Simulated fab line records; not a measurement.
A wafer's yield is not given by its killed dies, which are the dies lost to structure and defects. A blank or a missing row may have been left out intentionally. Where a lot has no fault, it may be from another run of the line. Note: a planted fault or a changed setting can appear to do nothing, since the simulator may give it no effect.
Chamber matching + flow sky130 + SKY_VIA2_ETCH_14 on rie_diel-01 has 4 sister chambers
The step etches BARC in N2/H2, stops on SiO2, time 45.9 s, target depth 60 nm. 8 wafers are shown with their chamber, then 11 later ones without.

## WAFERS, EACH WITH ITS CHAMBER
| wafer  | chamber | drypump_motor_current_A (A) | throttle_valve_pct (%) |
|--------|---------|-----------------------------|------------------------|
| L080.6 | 0       | 6.2                         | 13.237                 |
| L086.2 | 0       | 6.2                         | 13.228                 |
| L086.4 | 3       | 5.9                         | 13.220                 |
| L086.5 | 2       | 6.4                         | 13.221                 |
| L086.6 | 3       | 6.0                         | 13.223                 |
| L089.5 | 1       | 5.2                         | 13.226                 |
| L089.6 | 2       | 6.4                         | 13.223                 |
| L095.1 | 1       | 5.2                         | 13.232                 |

## WAFERS WITHOUT THEIR CHAMBER
| wafer  | drypump_motor_current_A (A) | throttle_valve_pct (%) |
|--------|-----------------------------|------------------------|
| L095.2 | 6.5                         | 13.236                 |
| L095.3 | 6.0                         | 13.240                 |
| L095.4 | 6.4                         | 13.246                 |
| L095.5 | 5.9                         | 13.242                 |
| L095.6 | 5.2                         | 13.206                 |
| L096.1 | 5.2                         | 13.218                 |
| L096.2 | 6.5                         | 13.225                 |
| L096.3 | 6.0                         | 13.242                 |
| L096.4 | 6.5                         | 13.236                 |
| L096.5 | 6.0                         | 13.214                 |
| L096.6 | 5.2                         | 13.224                 |

## WHICH CHAMBER EACH ONE RAN IN
| wafer  | from the rows above     | in truth |
|--------|-------------------------|----------|
| L095.2 | 2                       | 2        |
| L095.3 | can't be placed: 3 or 0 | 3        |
| L095.4 | can't be placed: 2 or 0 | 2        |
| L095.5 | 3                       | 3        |
| L095.6 | 1                       | 1        |
| L096.1 | 1                       | 1        |
| L096.2 | 2                       | 2        |
| L096.3 | can't be placed: 3 or 0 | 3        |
| L096.4 | 2                       | 2        |
| L096.5 | 3                       | 3        |
| L096.6 | 1                       | 1        |
Correct placement for 8 of the 11. Cannot be placed on the basis of these rows: 3; the candidates contain the true chamber in 3. Wrongly placed: 0.
How it was worked out, from the rows above alone: a wafer's distance from a chamber is the root of the sum, over the readings, of the square of ((its reading less the chamber's mean) divided by the reading's scatter). The wafer belongs to the nearest chamber; if the next one is less than 2 further off, it can't be placed. The mean given for a chamber averages the wafers shown for that chamber. The scatter: take each reading less its chamber's mean, square it, sum over the shown wafers, divide by the number of wafers less the number of chambers, and take the root.
